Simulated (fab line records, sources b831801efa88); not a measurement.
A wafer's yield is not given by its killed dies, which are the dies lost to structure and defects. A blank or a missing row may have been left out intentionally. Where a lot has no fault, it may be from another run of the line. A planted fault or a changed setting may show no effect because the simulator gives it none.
The tool behind it: which one?    flow sky130    12 lots (36 wafers sampled), 1 step of a 708-step route

== WHAT EACH GAUGE READ, for each wafer ==
SKY_VIA1_BOW_MEAS_03.
lot   measured      on             VIA1_BOW (um)
L075  day 33 18:49  film_metro-03  80 74 80
L077  day 33 20:21  film_metro-03  89 71 89
L079  day 34 15:05  film_metro-02  72 63 81
L081  day 35 07:07  film_metro-03  77 82 88
L083  day 35 23:50  film_metro-04  89 72 68
L085  day 36 08:36  film_metro-02  82 86 76
L087  day 37 06:01  film_metro-03  82 76 69
L089  day 37 17:13  film_metro-04  78 80 86
L093  day 39 13:22  film_metro-03  82 74 86
L091  day 39 17:20  film_metro-04  91 74 80
L092  day 39 19:30  film_metro-04  83 84 66
L097  day 40 02:27  film_metro-02  77 87 87

== WHAT TOOL EACH LOT RAN ON (gives the tool, then ch and the chambers of the sampled wafers, and finally the start) ==
No process step before these readings appears in the record.

== THE ANSWER, worked out from the rows above alone ==
Rule: usual is defined by the lots themselves. Put in order of their means at a reading, lots are off if they are a third of the lots or fewer, leave a main group of 4 or more, and stand apart from it by a gap of 3 or more times the standard deviation of the main group's means; of several such gaps the widest counts. A main group is skipped when, at the precision printed for the reading in the tables above, its means are all equal. A lot without any number at a reading at which 4 lots or more have one is off too. All remaining lots with rows at the step are treated as sound.
None of the lots is off at any reading shown; this tells nothing.

== WHAT WAS PUT IN BY THE SIMULATOR ==
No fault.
